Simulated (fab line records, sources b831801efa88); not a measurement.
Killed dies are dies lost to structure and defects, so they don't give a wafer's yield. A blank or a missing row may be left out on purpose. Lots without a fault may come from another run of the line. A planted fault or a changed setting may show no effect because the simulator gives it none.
One fault seen from 2 desks | flow sfq_line | each desk has only its own numbers; what lay behind them comes last

THE METROLOGY DESK
What the gauges read, lot by lot, whatever tool the lot ran on: means of the sampled wafers that have a number. A lot is out of limits, marked OUT, if its mean lies more than 4 standard deviations from the usual mean; the brackets give that distance.
Columns: A = R5_MONX_RS at SFQ_R5_RS_MEAS_933, usual 7.09 ohm/sq; B = R5_MONX_THK at SFQ_R5_THK_MEAS_934, usual 38.8 nm
lot  | first seen here | A              | B
L254 | day 58 23:22    | 7.27           | 38.0
L256 | day 59 11:29    | 7.12           | 38.7
L257 | day 59 15:23    | 7.11           | 38.8
L261 | day 60 02:28    | 7.17           | 38.5
L262 | day 60 05:30    | 7.05           | 39.2
L263 | day 60 08:26    | 7.14           | 38.6
L264 | day 60 11:28    | 7.11           | 38.3
L265 | day 61 21:37    | 9.32 (+27) OUT | 28.6 (-19) OUT
L267 | day 62 12:49    | 7.02           | 38.7
L268 | day 62 15:49    | 9.26 (+27) OUT | 29.5 (-17) OUT
L270 | day 64 11:02    | 7.07           | 39.0
L274 | day 69 10:55    | 7.13           | 38.7
L275 | day 69 13:56    | 6.97           | 39.6
L276 | day 69 19:56    | 7.02           | 39.3
This desk's finding: out of limits on L265, L268; first on L265, day 61 21:37 (R5_MONX_RS at SFQ_R5_RS_MEAS_933). In limits: L254, L256, L257, L261, L262, L263, L264, L267, L270, L274, L275, L276.

THE TOOL OWNER'S DESK: pvd_sputter-05
The tool's own readings at SFQ_TRILAYER_R5_DEP_SPUTTER_133 (material MoNx, target thk 40 nm, time 66.7 s): means of the sampled wafers that have a number, for each lot that ran on this tool. A lot is out of limits, marked OUT, if its mean lies more than 4 standard deviations from the usual mean; the brackets give that distance.
Columns: A = base_pressure_pa at SFQ_TRILAYER_R5_DEP_SPUTTER_133, usual 1.33e-06 Pa; B = throttle_valve_pct at SFQ_TRILAYER_R5_DEP_SPUTTER_133, usual 30.4 %
lot  | first seen here | A        | B
L254 | day 58 23:17    | 1.36e-06 | 30.5
L257 | day 59 15:19    | 1.28e-06 | 30.3
L262 | day 60 05:22    | 1.23e-06 | 30.4
L264 | day 60 11:22    | 1.36e-06 | 29.8
L265 | day 61 21:32    | 1.26e-06 | 30.4
L268 | day 62 15:43    | 1.33e-06 | 30.9
L274 | day 69 10:51    | 1.33e-06 | 30.1
This desk's finding: nothing out of limits on any of the 7 lots.

PUT TOGETHER
The metrology desk could have raised an alarm at day 61 21:37, on L265, L268.
The tool owner's desk saw nothing out of limits.
The tool owner's desk has L265, L268 on record, within its limits.
Of the lots named, all ran SFQ_TRILAYER_R5_DEP_SPUTTER_133 on pvd_sputter-05.

WHAT THE SIMULATOR HAD PUT IN
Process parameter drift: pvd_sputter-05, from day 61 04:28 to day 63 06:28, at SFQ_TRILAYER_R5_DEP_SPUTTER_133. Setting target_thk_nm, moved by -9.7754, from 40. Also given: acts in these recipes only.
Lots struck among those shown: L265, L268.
Hours from the fault's start to each desk's first reading out of limits: the metrology desk, 17.
